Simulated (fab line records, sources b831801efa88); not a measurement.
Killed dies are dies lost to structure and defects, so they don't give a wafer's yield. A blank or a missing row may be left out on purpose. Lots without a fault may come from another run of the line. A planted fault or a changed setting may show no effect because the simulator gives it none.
A struck lot beside a sound one | flow sky130 | 35 steps out of a route of 708
Sound: wafers L245.2, L245.3, L245.4. Struck: wafers L256.1, L256.6. (L256.2 of the same lot was not struck and is left out.) The cause comes at the end.
At each step with rows: each side's tool, then ch and its chambers, then its first start. Under that, the readings that differ: sound wafers | struck wafers | difference of the means | sigmas: that difference in standard deviations of wafers without a fault.
alike: readings whose means differ by less than 2 such deviations, and words and numbers that are the same on both sides. not compared: withheld readings, readings that some wafer has no value for, bounds like >300 that may hide the same value, and numbers for which the record gives no deviation and whose values overlap.
The two part at a step that has a row with sigmas, a row that says differs or no value, or rows on one side only. Numbers that don't overlap but have no deviation are shown without sigmas and don't part them. A reading that every wafer of one side lacks parts them only if that side has two wafers or more.

first, 10 steps without rows for these wafers: SKY_METAL1_HMDS_08 (prime time 60 s); SKY_METAL1_COAT_09 (resist thk 60 nm); SKY_METAL1_COAT_10 (resist thk 450 nm); SKY_METAL1_SOFTBAKE_11 (time 90 s); SKY_METAL1_EXPOSE_12 (exposes mask MM1, target cd 140 nm); SKY_METAL1_PEB_13; SKY_METAL1_DEVELOP_14 (develop time 60 s); SKY_METAL1_DESCUM_17 (chemistry O2, time 8 s); SKY_METAL1_ETCH_18 (etches BARC in N2/H2, stops on SiO2, time 45.9 s, target depth 60 nm); SKY_METAL1_METAL_ETCH_19 (etches the open film in Cl2/BCl3, stops on SiO2, target depth 360 nm, time 78 s).
SKY_METAL1_STRIP_20: strips in O2/N2.
  sound on plasma_asher-02 ch 0,1, day 33 15:52; struck on plasma_asher-04 ch 0, day 37 02:53
  alike: chamber_pressure_mTorr, drypump_motor_current_A, oes_product_au, strip_time_to_endpoint_s
  not compared: rf_hours_counter_h
then, 23 steps without rows for these wafers: SKY_METAL1_STRIP_21 (strips in post etch residue remover, time 1200 s); SKY_METAL1_CLEAN_22 (cleans in IPA, time 180 s); SKY_METAL1_CLEAN_23 (cleans in O3/DIW); SKY_VIA1_HDPCVD_00 (deposits SiO2, target thk 1030 nm, time 171.7 s); SKY_VIA1_CMP_02 (polishes SiO2); SKY_VIA1_DEHYDRATE_04 (time 60 s); SKY_VIA1_HMDS_05 (prime time 60 s); SKY_VIA1_COAT_06 (resist thk 60 nm); SKY_VIA1_COAT_07 (resist thk 450 nm); SKY_VIA1_SOFTBAKE_08 (time 90 s); SKY_VIA1_EXPOSE_09 (exposes mask VIM, target cd 150 nm); SKY_VIA1_PEB_10; SKY_VIA1_DEVELOP_11 (develop time 60 s); SKY_VIA1_ETCH_14 (etches BARC in N2/H2, stops on SiO2, time 45.9 s, target depth 60 nm); SKY_VIA1_ETCH_15 (etches SiO2 in C4F8/O2/Ar, stops on TiN, target depth 351 nm, time 54 s); SKY_VIA1_STRIP_16 (strips in O2/N2); SKY_VIA1_STRIP_17 (strips in post etch residue remover, time 1200 s); SKY_VIA1_CLEAN_18 (cleans in IPA, time 180 s); SKY_VIA1_CLEAN_19 (cleans in O3/DIW); SKY_VIA1_SPUTTER_20 (material TiN, target thk 20 nm, time 80 s); SKY_VIA1_CVD_21 (deposits W, target thk 270 nm, time 80.902 s); SKY_VIA1_CMP_24 (polishes, stops on SiO2, t overpolish 15 s, target thk 0 nm); SKY_METAL2_SPUTTER_00 (material Ti, target thk 15 nm, time 10 s).
-- the record jumps here: 12 days lie between the struck wafers' starts before and after (it left off in module METAL2 and takes up again in module PAD_OPEN, whose first step shown is number 708 of the route) --
SKY_PAD_OPEN_PROBE_99:
  the record has rows for the struck wafers here (prober-02, day 48 23:34) and none for the sound ones

WHERE THEY PART
Only at SKY_PAD_OPEN_PROBE_99, within this record.

WHY: what the simulator had put in
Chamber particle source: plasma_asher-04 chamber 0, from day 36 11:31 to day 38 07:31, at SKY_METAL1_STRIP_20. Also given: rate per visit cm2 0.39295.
